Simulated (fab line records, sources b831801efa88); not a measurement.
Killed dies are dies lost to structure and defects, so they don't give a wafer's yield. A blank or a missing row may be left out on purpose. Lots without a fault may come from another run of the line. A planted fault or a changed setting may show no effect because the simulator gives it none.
Chamber matching | flow sky130 | SKY_CAPM_CVD_00 on pecvd-04: 3 sister chambers
The step deposits SiO2, target thk 15.5 nm. 6 wafers are shown with their chamber, then 8 later ones without.

WAFERS WITH THEIR CHAMBER
wafer  | chamber | heater_power_w (W)
L157.2 | 0       | 612
L159.1 | 0       | 710
L167.1 | 2       | 625
L167.5 | 1       | 625
L167.6 | 2       | 623
L168.2 | 1       | 719

WAFERS WITHOUT THEIR CHAMBER
wafer  | heater_power_w (W)
L168.4 | 730
L168.5 | 732
L176.2 | 686
L176.4 | 667
L176.6 | 606
L177.3 | 671
L177.4 | 696
L177.5 | 647

WHICH CHAMBER EACH WENT THROUGH
wafer  | from the rows above          | in truth
L168.4 | can't be placed: 1 or 0 or 2 | 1
L168.5 | can't be placed: 1 or 0 or 2 | 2
L176.2 | can't be placed: 1 or 0 or 2 | 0
L176.4 | can't be placed: 1 or 0 or 2 | 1
L176.6 | can't be placed: 2 or 0 or 1 | 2
L177.3 | can't be placed: 1 or 0 or 2 | 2
L177.4 | can't be placed: 1 or 0 or 2 | 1
L177.5 | can't be placed: 0 or 2 or 1 | 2
Placed correctly: 0 of 8. Can't be placed from these rows: 8 (the true chamber is among the candidates in 8). Placed wrongly: 0.
How it was worked out, from the rows above alone: a wafer's distance from a chamber is the root of the sum, over the readings, of the square of ((its reading less the chamber's mean) divided by the reading's scatter). The wafer belongs to the nearest chamber; if the next one is less than 2 further off, it can't be placed. A chamber's mean is the mean of its shown wafers. The scatter: the root of (the sum of the squares of (reading less its chamber's mean) over the shown wafers, divided by (wafers less chambers)).
